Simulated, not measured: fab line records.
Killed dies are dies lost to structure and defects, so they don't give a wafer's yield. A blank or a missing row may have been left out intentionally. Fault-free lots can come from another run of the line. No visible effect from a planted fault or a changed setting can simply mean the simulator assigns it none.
Check of tool commonality -- flow gf180mcu -- Sample size 14 lots and 42 wafers

WHY THIS WAS OPENED
Flagged at GF_M4_CD_MEAS_14: reading cdNm, on 2 of 14 lots. Wafers without a fault read 279.9 nm, standard deviation 1.
Rule: flag the lot when none of its wafers has a number, or when each of its wafers that has one lies beyond 4 standard deviations from that mean. All remaining lots are regarded as sound.

lot,measured,on,"cdNm (nm), wafer by wafer",flag
L677,day 23 10:29,cdSem-02,279.3 279.2 278.8,
L678,day 23 19:04,cdSem-02,281.5 281.0 281.0,
L679,day 23 23:10,cdSem-01,280.9 280.1 281.1,
L682,day 25 03:33,cdSem-02,281.6 282.2 281.5,
L683,day 25 17:11,cdSem-01,280.3 279.7 279.5,
L684,day 25 20:39,cdSem-02,279.1 279.8 279.8,
L685,day 26 05:13,cdSem-01,280.1 280.5 278.8,
L688,day 27 04:16,cdSem-01,277.8 278.0 277.6,
L691,day 28 12:50,cdSem-01,279.6 279.8 279.9,
L692,day 28 15:55,cdSem-01,280.9 280.4 280.2,
L693,day 28 20:46,cdSem-01,280.8 278.5 279.6,
L697,day 29 22:01,cdSem-02,309.0 308.9 308.7,FLAGGED
L698,day 30 01:43,cdSem-02,309.9 308.6 309.8,FLAGGED
L700,day 30 12:43,cdSem-01,279.1 278.9 279.1,
The numbers of the flagged lots are 309.1 nm on average: +29.2 nm against the usual, or +29 standard deviations.

TOOL THAT RAN EACH LOT
Before the reading, the record contains 3 process steps out of a 602-step route. Each cell gives the tool, then ch followed by the chambers the sampled wafers passed through, then the start.
lot,flag,GF_V3_ETCH_16,GF_V3_CMP_26,GF_M4_PEB_12
L677,,"rieDiel-04 ch 0,1,3, day 22 09:48","cmp-02 ch 1,2,3, day 22 10:59","lithoTrack-04 ch 0, day 23 10:09"
L678,,"rieDiel-04 ch 0,3, day 22 18:49","cmp-02 ch 0,2, day 22 19:52","lithoTrack-03 ch 0, day 23 18:43"
L679,,"rieDiel-01 ch 0,2,3, day 22 23:30","cmp-02 ch 1,2,3, day 23 00:34","lithoTrack-04 ch 0, day 23 22:40"
L682,,"rieDiel-01 ch 2,3, day 24 03:46","cmp-02 ch 0,2,3, day 24 04:50","lithoTrack-01 ch 0, day 25 03:12"
L683,,"rieDiel-01 ch 0,2,3, day 24 17:33","cmp-01 ch 0,1,2, day 24 18:43","lithoTrack-04 ch 0, day 25 16:51"
L684,,"rieDiel-01 ch 0,2,3, day 24 21:30","cmp-01 ch 0,1,3, day 24 22:34","lithoTrack-01 ch 0, day 25 20:18"
L685,,"rieDiel-04 ch 2,3, day 25 06:15","cmp-01 ch 0,1,2, day 25 07:20","lithoTrack-03 ch 0, day 26 04:52"
L688,,"rieDiel-04 ch 0,3, day 26 05:54","cmp-01 ch 1,2, day 26 07:00","lithoTrack-01 ch 0, day 27 03:56"
L691,,"rieDiel-01 ch 0,2, day 27 15:16","cmp-01 ch 1,2,3, day 27 16:25","lithoTrack-04 ch 0, day 28 12:30"
L692,,"rieDiel-04 ch 0,3, day 27 19:13","cmp-02 ch 0,1, day 27 20:17","lithoTrack-03 ch 0, day 28 15:34"
L693,,"rieDiel-02 ch 2,3, day 27 23:55","cmp-02 ch 0,1,3, day 28 01:04","lithoTrack-03 ch 0, day 28 20:25"
L697,FLAGGED,"rieDiel-04 ch 0,2,3, day 29 02:06","cmp-01 ch 0,1,3, day 29 03:14","lithoTrack-01 ch 0, day 29 21:41"
L698,FLAGGED,"rieDiel-04 ch 0,1,3, day 29 05:48","cmp-01 ch 0,1,2, day 29 06:53","lithoTrack-01 ch 0, day 30 01:23"
L700,,"rieDiel-04 ch 0,1, day 29 16:42","cmp-02 ch 0,1,3, day 29 17:49","lithoTrack-04 ch 0, day 30 12:22"
What these steps do:
- GF_V3_ETCH_16: etches BARC in N2/H2.
- GF_V3_CMP_26: polishes, stops on SiO2, t overpolish 15 s, target thk 0 nm.
- GF_M4_PEB_12: peb time 90 s.
- GF_M4_CD_MEAS_14: target cd 280 nm.

FLAGGED OVER TOTAL, TOOL BY TOOL (the gauges that took the reading come last)
step,tool,lots run,flagged,share of the flagged lots,sound lots run after its first flagged lot
GF_V3_ETCH_16,rieDiel-01,5,0,none,-
GF_V3_ETCH_16,rieDiel-02,1,0,none,-
GF_V3_ETCH_16,rieDiel-04,8,2,all,1 (L700)
GF_V3_CMP_26,cmp-01,7,2,all,0
GF_V3_CMP_26,cmp-02,7,0,none,-
GF_M4_PEB_12,lithoTrack-01,5,2,all,0
GF_M4_PEB_12,lithoTrack-03,4,0,none,-
GF_M4_PEB_12,lithoTrack-04,5,0,none,-
GF_M4_CD_MEAS_14,cdSem-01,8,0,none,-
GF_M4_CD_MEAS_14,cdSem-02,6,2,all,0

WHAT IS ALLOWED BY THE TABLE
4 rows of the table ran every flagged lot: rieDiel-04 at GF_V3_ETCH_16, cmp-01 at GF_V3_CMP_26, lithoTrack-01 at GF_M4_PEB_12, cdSem-02 at GF_M4_CD_MEAS_14.
- rieDiel-04 at GF_V3_ETCH_16 ran 8 lots, 2 of them flagged. Sound lots ran on it after the first flagged one (L700), which a lasting fault on the whole tool wouldn't allow.
- cmp-01 at GF_V3_CMP_26 ran 7 lots, 2 of them flagged. It ran its last sound lot, L691, at day 27 16:25 and its first flagged lot, L697, at day 29 03:14: a fault with its onset between the two fits.
- lithoTrack-01 at GF_M4_PEB_12 ran 5 lots, 2 of them flagged. It ran its last sound lot, L688, at day 27 03:56 and its first flagged lot, L697, at day 29 21:41: a fault with its onset between the two fits. Its own readings lie more than 4 standard deviations out on every wafer of the flagged lots: heaterPowerTotalW.
- cdSem-02 at GF_M4_CD_MEAS_14 ran 6 lots, 2 of them flagged. It ran its last sound lot, L684, at day 25 20:39 and its first flagged lot, L697, at day 29 22:01: a fault with its onset between the two fits.
Because each of these 3 tools fits a fault that began at some hour, counting lots does not separate them. More lots, or a look at what each step does to the wafer, might.

WHAT THE SIMULATOR HAD INSERTED
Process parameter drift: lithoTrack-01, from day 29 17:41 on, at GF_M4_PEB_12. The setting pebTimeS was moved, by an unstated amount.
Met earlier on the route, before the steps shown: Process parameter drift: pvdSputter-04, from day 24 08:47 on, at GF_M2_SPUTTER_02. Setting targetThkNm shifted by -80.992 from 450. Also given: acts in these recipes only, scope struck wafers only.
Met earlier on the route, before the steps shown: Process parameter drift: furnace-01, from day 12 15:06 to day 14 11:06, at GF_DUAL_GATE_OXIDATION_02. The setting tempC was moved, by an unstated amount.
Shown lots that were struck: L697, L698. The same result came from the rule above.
